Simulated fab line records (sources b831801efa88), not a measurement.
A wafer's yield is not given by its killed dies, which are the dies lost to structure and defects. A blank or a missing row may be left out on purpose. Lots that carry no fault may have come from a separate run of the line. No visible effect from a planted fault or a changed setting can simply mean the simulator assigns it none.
fab line records	flow sky130
record: lots: 6	wafers: 18	last-day: 50
route steps=708 shown CAP2M@604 PAD_OPEN@708
lots untouched by any fault: they come from a run of this same line in which no faults occurred
start-h: start of the lot's first displayed wafer, in hours after the record's first day	wait-h: how many hours have passed since the lot's step before this one	" repeats the value in the row above	L1.1+2: several wafers, shown together as one row	- no value present, or no start provided	* or withheld: withheld	< > ~ a bound
route shown NAME@n: names a module that has steps shown in the file, with the first one's number in the route	usual: average and standard deviation across the fault-free wafers	same: alike in all rows	chamber/n: place in a boat	sites: per-site readings	_std_site: their standard deviation	_edge_site: outer sites' mean less inner sites'	radius-mm: how far each site lies from the wafer's centre	mask NAME#n: copy n	behind: the most recent tool/chamber to have shaped the wafer	hold: the reason the lot was held/the length of the hold in hours/how it ended	device: which transistor (n, p or np) failed to switch	end of line: the route-end tests of the same wafers	a step without rows: its recipe alone	killed: dies lost to structure and defects at the first sort, not the wafer's yield	map: the dies of a wafer, with x for killed, . for not killed, _ for no die there
set.NAME: the setting as run; set.NAME@STEP: as run at that earlier step	model.NAME: the simulator's own value behind a step, which no gauge read
lots at some steps of the route; a table a step, a row a wafer
services: from which hour (start-h, from the record's first day; less than 0 if before it) a tool's chamber was out of use, for how many hours, and why
== steps ==
step: SKY_CAP2M_THK_MEAS_01
recipe: reads: SiO2_of_CAP2M_CVD_00
usual: CAP2M_CVD_00_THK: 15.44/0.22
lot.wafer	tool	chamber	start-h	wait-h	CAP2M_CVD_00_THK[nm]
L208.2	film-metro-01	-	959.85	-	15.41
L208.3	"	-	"	"	15.08
L208.4	"	-	"	"	15.58
L210.1	film-metro-03	-	981.33	-	15.00
L210.2	"	-	"	"	15.26
L210.6	"	-	"	"	15.40
L214.3	film-metro-04	-	1024.94	-	15.17
L214.4	"	-	"	"	15.44
L214.6	"	-	"	"	15.44
L215.2	film-metro-03	-	1028.58	-	15.37
L215.3	"	-	"	"	15.39
L215.6	"	-	"	"	15.41
L223.3	film-metro-04	-	1060.04	-	15.39
L223.5	"	-	"	"	15.42
L223.6	"	-	"	"	15.52
L227.2	film-metro-04	-	1095.94	-	15.03
L227.5	"	-	"	"	15.44
L227.6	"	-	"	"	15.58
step: SKY_CAP2M_SPUTTER_02
recipe: material: TiN	target-thk-nm: 200	temp-c: 300	power-w: 6500	time-s: 166.7	chamber-pressure-pa: 0.4
usual: chamber-pressure-pa: 0.4000/0.00081	throttle-valve-pct: 30.2/1.1
lot.wafer	tool	chamber	start-h	wait-h	chamber-pressure-pa	throttle-valve-pct
L208.2	pvd-sputter-03	-	959.90	0.0	0.4010	30.3
L208.3	"	-	"	"	0.3996	30.3
L208.4	"	-	"	"	0.3984	31.3
L210.1	pvd-sputter-03	-	981.39	0.1	0.3997	29.1
L210.2	"	-	"	"	0.4005	30.8
L210.6	"	-	"	"	0.4003	31.4
L214.3	pvd-sputter-01	-	1024.98	0.0	0.3987	30.0
L214.4	"	-	"	"	0.4000	32.4
L214.6	"	-	"	"	0.4006	30.1
L215.2	pvd-sputter-01	-	1028.63	0.0	0.4013	29.9
L215.3	"	-	"	"	0.3998	30.0
L215.6	"	-	"	"	0.4006	28.4
L223.3	pvd-sputter-02	-	1060.08	0.0	0.3991	30.1
L223.5	"	-	"	"	0.3991	28.6
L223.6	"	-	"	"	0.4000	30.3
L227.2	pvd-sputter-01	-	1095.99	0.0	0.3991	29.8
L227.5	"	-	"	"	0.3988	32.4
L227.6	"	-	"	"	0.4017	30.3
step: SKY_CAP2M_RS_MEAS_03
recipe: thk-meas-gauge: four-point-probe	reads: TiN_of_CAP2M_SPUTTER_02
usual: CAP2M_TIN_RS: 6.91/0.097
lot.wafer	tool	chamber	start-h	wait-h	CAP2M_TIN_RS[ohm/sq]
L208.2	film-metro-03	-	960.03	0.1	7.08
L208.3	"	-	"	"	6.86
L208.4	"	-	"	"	6.99
L210.1	film-metro-04	-	981.50	0.1	6.92
L210.2	"	-	"	"	7.01
L210.6	"	-	"	"	6.81
L214.3	film-metro-01	-	1025.12	0.1	7.03
L214.4	"	-	"	"	6.93
L214.6	"	-	"	"	7.03
L215.2	film-metro-01	-	1028.75	0.1	6.98
L215.3	"	-	"	"	7.00
L215.6	"	-	"	"	6.94
L223.3	film-metro-03	-	1060.22	0.1	6.92
L223.5	"	-	"	"	6.79
L223.6	"	-	"	"	6.98
L227.2	film-metro-04	-	1096.12	0.1	6.84
L227.5	"	-	"	"	6.76
L227.6	"	-	"	"	6.86
step: SKY_CAP2M_THK_MEAS_04
recipe: thk-meas-gauge: xrf	reads: TiN_of_CAP2M_SPUTTER_02
usual: CAP2M_TIN_THK: 200.0/2.6
lot.wafer	tool	chamber	start-h	wait-h	CAP2M_TIN_THK[nm]
L208.2	film-metro-03	-	960.14	0.1	194.1
L208.3	"	-	"	"	199.9
L208.4	"	-	"	"	197.0
L210.1	film-metro-04	-	981.62	0.1	199.5
L210.2	"	-	"	"	196.0
L210.6	"	-	"	"	201.5
L214.3	film-metro-01	-	1025.22	0.1	197.8
L214.4	"	-	"	"	200.4
L214.6	"	-	"	"	198.7
L215.2	film-metro-01	-	1028.86	0.1	199.9
L215.3	"	-	"	"	198.6
L215.6	"	-	"	"	200.4
L223.3	film-metro-03	-	1060.32	0.1	199.1
L223.5	"	-	"	"	203.7
L223.6	"	-	"	"	197.3
L227.2	film-metro-04	-	1096.23	0.1	199.4
L227.5	"	-	"	"	203.8
L227.6	"	-	"	"	200.6
step: SKY_CAP2M_DEHYDRATE_05
recipe: temp-c: 200	time-s: 60
step: SKY_CAP2M_HMDS_06
recipe: prime-time-s: 60	prime-temp-c: 120
step: SKY_CAP2M_COAT_07
recipe: resist: NOVOLAK	spin-rpm: 3000	resist-thk-nm: 1140
step: SKY_CAP2M_SOFTBAKE_08
recipe: temp-c: 90	time-s: 60	resist: NOVOLAK
step: SKY_CAP2M_EXPOSE_09
recipe: mask-id: CAP2M	na: 0.6	source-shape: conventional	sigma-outer: 0.6	polarization: unpolarized	target-cd-nm: 1000	dose-mj: 159
step: SKY_CAP2M_PEB_10
recipe: temp-c: withheld	time-s: *	resist: NOVOLAK
step: SKY_CAP2M_DEVELOP_11
recipe: resist: NOVOLAK	developer: TMAH	develop-time-s: 60	dev-temp-c: 23
step: SKY_CAP2M_OVL_MEAS_12
usual: CAP2M_OVL: -0.4/1.5
lot.wafer	tool	chamber	start-h	wait-h	CAP2M_OVL[nm]
L208.2	overlay-01	-	983.62	0.1	1.1
L208.3	"	-	"	"	0.8
L208.4	"	-	"	"	1.3
L210.1	overlay-01	-	1004.27	0.1	-2.6
L210.2	"	-	"	"	-1.4
L210.6	"	-	"	"	-4.2
L214.3	overlay-01	-	1046.78	0.1	-0.1
L214.4	"	-	"	"	-1.0
L214.6	"	-	"	"	-0.5
L215.2	overlay-01	-	1050.16	0.1	-1.4
L215.3	"	-	"	"	-2.0
L215.6	"	-	"	"	-1.6
L223.3	overlay-01	-	1081.57	0.1	-2.4
L223.5	"	-	"	"	-0.1
L223.6	"	-	"	"	-1.8
L227.2	overlay-02	-	1115.67	0.1	-1.6
L227.5	"	-	"	"	-0.7
L227.6	"	-	"	"	-2.7
step: SKY_CAP2M_METAL_ETCH_13
recipe: target-depth-nm: 220	stop-on: SiO2	chemistry: Cl2/BCl3	target: TiN	pressure-mtorr: 10	icp-w: 900	bias-w: 48.5	Cl2_flow_sccm: 60	bcl3-flow-sccm: 30	time-s: 62.9
usual: drypump-motor-current-A: 5.9/0.39	mfc-cl2-sccm: 60.04/0.17	oes-product-au: 0.941/0.0079	run-length-s: 90.9/0.41	throttle-valve-pct: 21.901/0.011
lot.wafer	tool	chamber	start-h	wait-h	drypump-motor-current-A	mfc-cl2-sccm	oes-product-au	rf-hours-counter-h	run-length-s	throttle-valve-pct	model.NOVOLAK_of_CAP2M_COAT_07.thk-nm
L208.2	rie-metal-04	0	983.65	0.0	5.7	60.16	0.930	16	90.9	21.926	1001
L208.3	"	1	"	"	5.1	60.43	0.937	-	90.5	21.902	993.7
L208.4	"	0	"	"	5.7	60.15	0.937	-	90.7	21.916	997.6
L210.1	rie-metal-01	0	1004.31	0.0	6.2	59.84	0.939	20	91.2	21.885	1001
L210.2	"	1	"	"	6.4	60.04	0.933	16	90.7	21.917	998.6
L210.6	"	0	"	"	6.2	59.73	0.946	-	90.3	21.899	1001
L214.3	rie-metal-04	0	1046.83	0.0	5.7	60.06	0.938	-	90.6	21.905	989.5
L214.4	"	1	"	"	5.1	59.87	1.012	-	86.4	21.855	994.7
L214.6	"	1	"	"	5.1	60.02	0.988	-	86.4	21.884	993.7
L215.2	rie-metal-04	1	1050.19	0.0	5.1	60.16	1.002	12	86.4	21.869	995.6
L215.3	"	1	"	"	5.1	60.10	1.000	-	86.8	21.869	994.4
L215.6	"	0	"	"	5.7	59.99	0.932	-	91.3	21.901	996
L223.3	rie-metal-02	0	1081.62	0.0	6.1	59.79	0.936	-	91.0	21.888	995.4
L223.5	"	1	"	"	5.7	60.00	0.954	-	91.7	21.900	997.9
L223.6	"	0	"	"	6.1	60.22	0.937	-	91.5	21.910	997.4
L227.2	rie-metal-02	0	1115.70	0.0	6.1	60.06	0.946	25	91.1	21.893	992.9
L227.5	"	1	"	"	5.7	60.10	0.944	-	91.5	21.877	993.9
L227.6	"	0	"	"	6.1	60.02	0.945	-	90.8	21.907	994.1
step: SKY_CAP2M_STRIP_14
recipe: chemistry: O2/N2	power-w: 1400	pressure-mtorr: 1500	platen-temp-c: withheld	o2-flow-sccm: 3000	n2-flow-sccm: 300	overash-fraction: 0.5
usual: drypump-motor-current-A: 5.9/0.3	oes-product-au: 0.710/0.004	strip-time-to-endpoint-s: 12.65/0.053
lot.wafer	tool	chamber	start-h	wait-h	drypump-motor-current-A	oes-product-au	rf-hours-counter-h	strip-time-to-endpoint-s
L208.2	plasma-asher-02	1	983.72	0.1	6.2	0.703	114	12.74
L208.3	"	0	"	"	5.6	0.707	-	12.66
L208.4	"	1	"	"	6.2	0.716	-	12.71
L210.1	plasma-asher-04	0	1004.38	0.1	6.0	0.708	49	12.74
L210.2	"	1	"	"	6.2	0.708	49	12.72
L210.6	"	1	"	"	6.2	0.719	-	12.74
L214.3	plasma-asher-04	0	1046.92	0.1	6.0	0.704	-	12.61
L214.4	"	1	"	"	6.2	0.704	-	12.67
L214.6	"	1	"	"	6.1	0.703	-	12.66
L215.2	plasma-asher-02	1	1050.27	0.1	6.2	0.707	120	12.68
L215.3	"	0	"	"	5.6	0.714	-	12.66
L215.6	"	0	"	"	5.5	0.703	-	12.69
L223.3	plasma-asher-03	1	1081.71	0.1	6.2	0.718	-	12.68
L223.5	"	0	"	"	5.4	0.711	-	12.70
L223.6	"	1	"	"	6.1	0.704	-	12.70
L227.2	plasma-asher-03	0	1115.78	0.1	5.4	0.713	34	12.64
L227.5	"	1	"	"	6.1	0.710	-	12.67
L227.6	"	0	"	"	5.4	0.709	-	12.66
step: SKY_PAD_OPEN_PROBE_99
usual: defect-limited-yield: 82.5/1.8	killed_at_M0_to_M3: 43/6.5	killed_at_M4_up: 3/1.7	killed-at-contacts: 25/5.1	killed-at-front-end: 15/3.8	killed-at-other: 0.2/0.45	killed-dies: 86/8.8	killed-open: 47/6.7	killed-short: 39/6	sort_bin_3_pad_short: 0.9/0.46	sort_bin_5_function: 10.2/1.4	sort_bin_6_memory: 6.4/1	sort-n-pass: 406/8.8	sort-yield-pct: 82.5/1.8
same: gross-dies: 492	killed-at-back-side: 0	sort_bin_4_leakage[%]: 0	sort_bin_8_speed[%]: 0
lot.wafer	tool	chamber	start-h	wait-h	defect-limited-yield[%]	killed_at_M0_to_M3	killed_at_M4_up	killed-at-contacts	killed-at-front-end	killed-at-other	killed-dies	killed-open	killed-short	sort_bin_3_pad_short[%]	sort_bin_5_function[%]	sort_bin_6_memory[%]	sort-n-pass	sort-yield-pct[%]
L208.2	prober-02	-	1102.92	0.1	80.7	54	2	18	20	1	95	47	48	0.2	11.2	7.9	397	80.7
L208.3	prober-02	-	1102.97	0.2	82.9	42	3	25	13	1	84	45	39	1.4	8.3	7.3	408	82.9
L208.4	prober-02	-	1103.02	0.2	83.1	42	2	27	11	1	83	43	40	1.2	10.0	5.7	409	83.1
L210.1	prober-02	-	1118.37	0.1	83.1	42	3	30	8	0	83	43	40	1.0	10.0	5.9	409	83.1
L210.2	prober-02	-	1118.42	0.1	84.6	45	3	17	11	0	76	35	41	0.6	7.3	7.5	416	84.6
L210.6	prober-02	-	1118.62	0.2	80.3	53	6	26	12	0	97	54	43	0.4	11.2	8.1	395	80.3
L214.3	prober-01	-	1155.09	0.2	77.8	46	5	39	17	2	109	63	46	1.2	13.8	7.1	383	77.8
L214.4	prober-01	-	1155.14	0.2	81.1	50	3	26	14	0	93	53	40	1.2	10.2	7.5	399	81.1
L214.6	prober-01	-	1155.24	0.2	80.9	44	7	31	11	1	94	52	42	0.4	12.8	5.9	398	80.9
L223.3	prober-01	-	1184.58	0.2	79.3	49	0	36	17	0	102	56	46	2.6	11.8	6.3	390	79.3
L223.5	prober-01	-	1184.68	0.2	82.5	40	2	31	13	0	86	48	38	0.6	11.0	5.9	406	82.5
L223.6	prober-01	-	1184.73	0.2	84.1	37	4	22	15	0	78	38	40	1.0	9.8	5.1	414	84.1
L227.2	prober-01	-	1208.27	0.1	84.8	30	4	26	15	0	75	40	35	0.4	9.6	5.3	417	84.8
L227.5	prober-01	-	1208.42	0.2	85.0	37	1	20	15	1	74	44	30	0.8	9.3	4.9	418	85.0
L227.6	prober-01	-	1208.47	0.2	83.3	43	0	27	12	0	82	50	32	0.2	10.2	6.3	410	83.3
killed by level:class
L208.2 VIA2:geometric-particle:open=11 VIA1:geometric-particle:open=9 METAL2:geometric-particle:short=8 VIA3:geometric-particle:open=7 FIELD_ISO:geometric-particle:short=6 CONTACT:geometric-particle:short=6 CONTACT:geometric-particle:open=6 METAL1:geometric-particle:short=5
L208.3 VIA1:geometric-particle:open=8 LI_CONTACT:geometric-particle:open=7 CONTACT:geometric-particle:open=7 VIA2:geometric-particle:open=7 LOCAL_INTERCONNECT:geometric-particle:short=6 VIA1:geometric-particle:short=6 FIELD_ISO:geometric-particle:open=5 VIA3:geometric-particle:open=4
L208.4 VIA1:geometric-particle:open=18 CONTACT:geometric-particle:open=10 LI_CONTACT:geometric-particle:open=6 METAL1:geometric-particle:short=6 FIELD_ISO:geometric-particle:short=5 VIA1:geometric-particle:short=5 LOCAL_INTERCONNECT:geometric-particle:short=4 CONTACT:geometric-particle:short=4
L210.1 METAL2:geometric-particle:short=10 LI_CONTACT:geometric-particle:open=9 CONTACT:geometric-particle:open=9 CONTACT:geometric-particle:short=6 VIA1:geometric-particle:open=6 METAL1:geometric-particle:short=6 VIA2:geometric-particle:open=5 LOCAL_INTERCONNECT:geometric-particle:short=4
L210.2 METAL2:geometric-particle:short=11 VIA1:geometric-particle:open=9 VIA1:geometric-particle:short=7 LI_CONTACT:geometric-particle:open=6 CONTACT:geometric-particle:short=6 POLY_GATE:geometric-particle:short=4 CONTACT:geometric-particle:open=4 VIA3:geometric-particle:short=4
L210.6 VIA1:geometric-particle:open=14 CONTACT:geometric-particle:open=13 METAL2:geometric-particle:short=9 VIA2:geometric-particle:open=8 VIA2:geometric-particle:short=6 METAL4:geometric-particle:short=5 VIA1:geometric-particle:short=5 FIELD_ISO:geometric-particle:open=4
L214.3 CONTACT:geometric-particle:open=17 VIA1:geometric-particle:open=11 VIA3:geometric-particle:open=10 LI_CONTACT:geometric-particle:open=9 LOCAL_INTERCONNECT:geometric-particle:short=7 METAL1:geometric-particle:short=6 METAL2:geometric-particle:short=6 FIELD_ISO:geometric-particle:short=5
L214.4 VIA1:geometric-particle:open=14 CONTACT:geometric-particle:open=10 VIA1:geometric-particle:short=8 VIA3:geometric-particle:open=8 LOCAL_INTERCONNECT:geometric-particle:short=5 POLY_GATE:geometric-particle:open=4 CONTACT:geometric-particle:short=4 METAL1:geometric-particle:short=4
L214.6 VIA1:geometric-particle:open=14 CONTACT:geometric-particle:open=8 VIA2:geometric-particle:open=8 LI_CONTACT:geometric-particle:open=7 CONTACT:geometric-particle:short=6 LOCAL_INTERCONNECT:geometric-particle:short=5 METAL4:geometric-particle:short=5 VIA1:geometric-particle:short=4
L223.3 LI_CONTACT:geometric-particle:open=12 VIA3:geometric-particle:open=12 VIA1:geometric-particle:open=11 METAL1:geometric-particle:short=7 CONTACT:geometric-particle:short=7 CONTACT:geometric-particle:open=7 LOCAL_INTERCONNECT:geometric-particle:short=6 FIELD_ISO:geometric-particle:open=5
L223.5 CONTACT:geometric-particle:open=13 LI_CONTACT:geometric-particle:open=10 METAL2:geometric-particle:short=8 VIA1:geometric-particle:open=6 VIA2:geometric-particle:open=5 VIA3:geometric-particle:short=5 VIA3:geometric-particle:open=5 POLY_GATE:geometric-particle:short=4
L223.6 VIA1:geometric-particle:open=12 CONTACT:geometric-particle:open=8 METAL1:geometric-particle:short=8 FIELD_ISO:geometric-particle:short=6 LI_CONTACT:geometric-particle:open=5 LOCAL_INTERCONNECT:geometric-particle:short=5 VIA1:geometric-particle:short=5 FIELD_ISO:geometric-particle:open=3
L227.2 CONTACT:geometric-particle:open=11 VIA3:geometric-particle:open=6 VIA1:geometric-particle:short=5 FIELD_ISO:geometric-particle:open=4 LOCAL_INTERCONNECT:geometric-particle:short=4 CONTACT:geometric-particle:short=4 VIA1:geometric-particle:open=4 VIA2:geometric-particle:open=4
L227.5 VIA1:geometric-particle:open=11 CONTACT:geometric-particle:open=9 POLY_GATE:geometric-particle:open=8 VIA3:geometric-particle:open=6 CONTACT:geometric-particle:short=5 METAL3:geometric-particle:short=5 METAL2:geometric-particle:short=4 FIELD_ISO:geometric-particle:short=3
L227.6 VIA1:geometric-particle:open=10 VIA3:geometric-particle:open=8 LI_CONTACT:geometric-particle:open=7 CONTACT:geometric-particle:open=6 VIA2:geometric-particle:open=6 FIELD_ISO:geometric-particle:short=5 FIELD_ISO:geometric-particle:open=5 LI_CONTACT:geometric-particle:short=5
== services ==
tool	chamber	start-h	hours	kind
rie-metal-02	1	942.95	4.0	repair
plasma-asher-03	-	951.72	15.6	pm
pvd-sputter-03	0	984.19	-	consumable-replace:kit
pvd-sputter-03	0	984.19	18.0	scheduled-down
pvd-sputter-03	0	984.19	18.0	vent-cycle
rie-metal-04	1	998.52	13.1	repair
pvd-sputter-02	-	1011.12	0.8	repair
plasma-asher-03	-	1018.32	4.3	pm
rie-metal-04	-	1025.57	1.0	repair
rie-metal-04	-	1035.37	1.1	repair
rie-metal-04	-	1037.63	4.3	pm
plasma-asher-02	-	1055.25	9.0	pm
plasma-asher-02	0	1055.25	9.0	vent-cycle
plasma-asher-02	1	1055.25	9.0	vent-cycle
rie-metal-04	-	1057.26	10.7	repair
pvd-sputter-01	0	1058.42	-	consumable-replace:kit
pvd-sputter-01	0	1058.42	18.0	scheduled-down
pvd-sputter-01	0	1058.42	18.0	vent-cycle
plasma-asher-02	0	1064.25	-	clean
plasma-asher-02	1	1064.25	-	clean
rie-metal-01	1	1065.05	7.0	repair
pvd-sputter-03	3	1097.53	-	consumable-replace:kit
plasma-asher-02	-	1108.61	1.0	repair
rie-metal-01	1	1115.10	10.3	repair
== key ==
first-sign: step: SKY_CAP2M_METAL_ETCH_13	reading: run-length-s	direction: down	sigmas: 11	usual: *	struck: *
effect: step: SKY_CAP2M_METAL_ETCH_13	reading: oes-product-au	direction: up	sigmas: 7.4	usual: 0.941	struck: 1.000
model-effect: step: SKY_CAP2M_METAL_ETCH_13	value: NOVOLAK_of_CAP2M_COAT_07.thk-nm	without: 985.2	struck: 994.6
met-at SKY_CAP2M_METAL_ETCH_13
struck-wafers L214.4,L214.6,L215.2,L215.3
onset-between 983.65 1046.83
fault: kind: process-parameter-drift	tool: rie-metal-04	chamber: 1	onset-h: 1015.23	steps: SKY_CAP2M_METAL_ETCH_13	channel: time-s	offset: *	shape: step	end-h: 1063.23	acts-in: *	stated: *
